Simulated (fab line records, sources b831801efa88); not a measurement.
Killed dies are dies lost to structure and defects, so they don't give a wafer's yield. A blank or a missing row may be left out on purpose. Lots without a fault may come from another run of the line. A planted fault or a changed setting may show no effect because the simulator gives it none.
A struck lot beside a sound one | flow gf180mcu | 15 steps out of a route of 602
Sound: wafers L773.4, L773.5, L773.6. Struck: wafers L782.1, L782.2, L782.3. The cause comes at the end.
At each step with rows: each side's tool, then ch and its chambers, then its first start. Under that, the readings that differ: sound wafers | struck wafers | difference of the means | sigmas: that difference in standard deviations of wafers without a fault.
alike: readings whose means differ by less than 2 such deviations, and words and numbers that are the same on both sides. not compared: withheld readings, readings that some wafer has no value for, bounds like >300 that may hide the same value, and numbers for which the record gives no deviation and whose values overlap.
The two part at a step that has a row with sigmas, a row that says differs or no value, or rows on one side only. Numbers that don't overlap but have no deviation are shown without sigmas and don't part them. A reading that every wafer of one side lacks parts them only if that side has two wafers or more.

first, 5 steps without rows for these wafers: GF_VT_IMPLANT_COAT_24 (resist thk 1000 nm); GF_VT_IMPLANT_SOFTBAKE_25 (time 60 s); GF_VT_IMPLANT_EXPOSE_26 (exposes mask LVPWELL HV AREA, target cd 860 nm); GF_VT_IMPLANT_PEB_27; GF_VT_IMPLANT_DEVELOP_28 (develop time 60 s).
GF_VT_IMPLANT_OVL_MEAS_29:
  sound on overlay-02, day 9 06:31; struck on overlay-02, day 11 12:53
  alike: VT_IMPLANT_02_OVL
then, 1 step without rows for these wafers: GF_VT_IMPLANT_IMPLANT_30.
GF_VT_IMPLANT_STRIP_31: strips in O2/N2.
  sound on plasma_asher-04 ch 0,1, day 9 06:43; struck on plasma_asher-03 ch 0,1, day 11 13:05
  alike: drypump_motor_current_A, heater_power_w, o2_flow_sccm, oes_product_au, strip_time_to_endpoint_s
  not compared: rf_hours_counter_h
GF_VT_IMPLANT_TW_MEAS_32:
  sound on film_metro-03, day 9 06:49; struck on film_metro-01, day 11 13:11
  alike: VT_IMPLANT_3_TW
then, 3 steps without rows for these wafers: GF_VT_IMPLANT_DEHYDRATE_33 (time 60 s); GF_VT_IMPLANT_HMDS_34 (prime time 60 s); GF_VT_IMPLANT_COAT_35 (resist thk 1000 nm).
GF_VT_IMPLANT_SOFTBAKE_36: time 60 s.
  sound on litho_track-03 ch 0, day 9 15:28; struck on litho_track-03 ch 0, day 11 21:56
  reading                  | sound             | struck            | difference | sigmas
  heater_power_total_W (W) | 56.63 56.54 56.59 | 59.17 59.21 59.22 | +2.61      | +64
  run_length_s (s)         | 89.17 89.36 89.26 | 81.77 82.13 81.84 | -7.35      | -35
then, 2 steps without rows for these wafers: GF_VT_IMPLANT_EXPOSE_37 (exposes mask Nwell HV AREA, target cd 860 nm); GF_PASSIVATION_PROBE_99.

WHERE THEY PART
Only at GF_VT_IMPLANT_SOFTBAKE_36, within this record.

WHY: what the simulator had put in
Process parameter drift: litho_track-03, from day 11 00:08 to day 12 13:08, at GF_VT_IMPLANT_SOFTBAKE_36. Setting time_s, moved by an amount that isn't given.
